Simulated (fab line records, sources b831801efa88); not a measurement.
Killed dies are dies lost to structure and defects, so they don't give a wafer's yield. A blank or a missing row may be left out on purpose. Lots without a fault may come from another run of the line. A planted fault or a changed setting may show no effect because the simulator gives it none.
Which tool did it? | flow gf180mcu | 24 lots, 72 wafers sampled, at 3 steps of a route of 602

WHAT THE GAUGES READ, wafer by wafer
GF_CONTACT_RS_MEAS_25: measures by four-point-probe. Usual: CONTACT_W_RS 0.383 ohm/sq, standard deviation 0.0042.
lot  | measured     | on            | CONTACT_W_RS (ohm/sq) | flag
L074 | day 16 08:12 | film_metro-01 | 0.380 0.378 0.381     |
L075 | day 17 06:12 | film_metro-04 | 0.379 0.380 0.378     |
L077 | day 17 20:27 | film_metro-03 | 0.377 0.382 0.384     |
L076 | day 18 01:30 | film_metro-04 | 0.378 0.378 0.376     |
L078 | day 18 08:10 | film_metro-04 | 0.384 0.384 0.389     |
L079 | day 18 13:42 | film_metro-04 | 0.384 0.390 0.387     |
L080 | day 19 03:50 | film_metro-03 | 0.382 0.387 0.390     |
L081 | day 20 02:24 | film_metro-01 | 0.377 0.384 0.379     |
L082 | day 20 02:50 | film_metro-01 | 0.393 0.392 0.392     |
L084 | day 20 05:51 | film_metro-01 | 0.382 0.387 0.391     |
L083 | day 20 08:11 | film_metro-01 | 0.387 0.387 0.383     |
L085 | day 20 13:09 | film_metro-03 | 0.381 0.388 0.380     |
L086 | day 21 05:13 | film_metro-03 | 0.385 0.381 0.382     |
L087 | day 21 09:05 | film_metro-03 | 0.381 0.382 0.379     |
L088 | day 21 18:07 | film_metro-01 | 0.383 0.382 0.386     |
L089 | day 22 04:25 | film_metro-03 | 0.388 0.385 0.387     |
L090 | day 22 14:17 | film_metro-01 | 0.377 0.384 0.377     |
L091 | day 22 14:51 | film_metro-04 | 0.384 0.380 0.379     |
L092 | day 23 09:01 | film_metro-01 | 0.384 0.381 0.389     |
L093 | day 23 12:56 | film_metro-03 | 0.386 0.381 0.384     |
L094 | day 23 20:10 | film_metro-01 | 0.384 0.386 0.388     |
L095 | day 24 06:40 | film_metro-04 | 0.382 0.379 0.385     |
L096 | day 24 12:10 | film_metro-03 | 0.378 0.387 0.377     |
L097 | day 24 18:24 | film_metro-04 | 0.379 0.380 0.378     |

GF_V2_RS_MEAS_24: measures by four-point-probe. Usual: V2_W_RS 0.325 ohm/sq, standard deviation 0.004.
lot  | measured     | on            | V2_W_RS (ohm/sq)  | flag
L074 | day 20 14:04 | film_metro-03 | 0.328 0.325 0.323 |
L075 | day 21 13:50 | film_metro-03 | 0.319 0.320 0.321 |
L077 | day 22 04:23 | film_metro-01 | 0.323 0.316 0.319 |
L076 | day 22 09:07 | film_metro-04 | 0.333 0.326 0.329 |
L078 | day 22 16:06 | film_metro-01 | 0.323 0.325 0.327 |
L079 | day 22 19:57 | film_metro-03 | 0.322 0.323 0.317 |
L080 | day 23 10:59 | film_metro-03 | 0.318 0.323 0.318 |
L081 | day 24 08:05 | film_metro-01 | 0.319 0.322 0.321 |
L082 | day 24 06:59 | film_metro-01 | 0.328 0.328 0.329 |
L084 | day 24 11:46 | film_metro-01 | 0.324 0.324 0.326 |
L083 | day 24 13:28 | film_metro-04 | 0.328 0.323 0.323 |
L085 | day 24 17:29 | film_metro-03 | 0.330 0.327 0.330 |
L086 | day 25 07:52 | film_metro-04 | 0.329 0.327 0.329 |
L087 | day 25 11:54 | film_metro-04 | 0.329 0.327 0.330 |
L088 | day 25 18:08 | film_metro-01 | 0.327 0.323 0.323 |
L089 | day 26 04:46 | film_metro-04 | 0.322 0.326 0.324 |
L090 | day 26 14:07 | film_metro-04 | 0.328 0.323 0.323 |
L091 | day 26 14:38 | film_metro-04 | 0.330 0.324 0.327 |
L092 | day 27 08:59 | film_metro-04 | 0.333 0.330 0.331 |
L093 | day 27 12:04 | film_metro-04 | 0.329 0.325 0.326 |
L094 | day 27 17:20 | film_metro-04 | 0.328 0.325 0.324 |
L095 | day 28 03:23 | film_metro-03 | 0.325 0.328 0.324 |
L096 | day 28 08:42 | film_metro-04 | 0.326 0.326 0.322 |
L097 | day 28 13:19 | film_metro-01 | 0.327 0.320 0.321 |

GF_V3_THK_MEAS_01. Usual: V3_CVD_00_THK 601 nm, standard deviation 6.5.
lot  | measured     | on            | V3_CVD_00_THK (nm) | flag
L074 | day 21 15:55 | film_metro-01 | 600 598 604        |
L075 | day 22 15:22 | film_metro-03 | 599 594 599        |
L077 | day 23 04:46 | film_metro-03 | 612 613 609        |
L076 | day 23 10:23 | film_metro-03 | 588 595 594        |
L078 | day 23 16:38 | film_metro-03 | 594 596 590        |
L079 | day 23 20:32 | film_metro-02 | 601 596 595        |
L080 | day 24 11:52 | film_metro-03 | 617 602 598        |
L081 | day 25 07:48 | film_metro-03 | 595 600 601        |
L082 | day 25 06:51 | film_metro-02 | 603 604 597        |
L084 | day 25 11:32 | film_metro-03 | 605 599 601        |
L083 | day 25 12:56 | film_metro-03 | 610 599 600        |
L085 | day 25 17:00 | film_metro-02 | 599 596 593        |
L086 | day 26 07:23 | film_metro-03 | 611 598 606        |
L087 | day 26 12:05 | film_metro-02 | 608 602 612        |
L088 | day 26 17:46 | film_metro-01 | 598 592 597        |
L089 | day 27 04:01 | film_metro-01 | 600 597 602        |
L090 | day 27 13:25 | film_metro-02 | 606 606 612        |
L091 | day 27 13:45 | film_metro-03 | 605 605 600        |
L092 | day 28 07:35 | film_metro-01 | 604 608 609        |
L093 | day 28 09:51 | film_metro-01 | 597 605 603        |
L094 | day 28 15:11 | film_metro-02 | 606 598 605        |
L095 | day 29 00:06 | film_metro-01 | 595 597 584        |
L096 | day 29 06:28 | film_metro-03 | 596 597 604        |
L097 | day 29 10:38 | film_metro-02 | 585 593 590        |

WHICH TOOL RAN EACH LOT (tool, then ch and the chambers of the sampled wafers, then the start)
The record holds no process step before these readings.

WHAT THE TOOLS THEMSELVES READ (means of the sampled wafers that have a number; where no wafer has one, the mark that the record gives instead)
The record holds no such reading with a usual standard deviation.

THE ANSWER, worked out from the rows above alone
Rule: a lot is off if the mean of its wafers that have a number lies more than 3 standard deviations from the usual mean. A lot without any number at a reading at which 4 lots or more have one is off too. The other lots that the step has rows for count as sound. The gauges are gone through in route order, then the tools' own readings, and for those a lot's mean is taken as printed above. The first step at which some lot is off is used, and at that step the reading that is off furthest; a lot without a number counts as furthest.
No lot is off at any reading shown: from this, nothing can be told.

WHAT THE SIMULATOR HAD PUT IN
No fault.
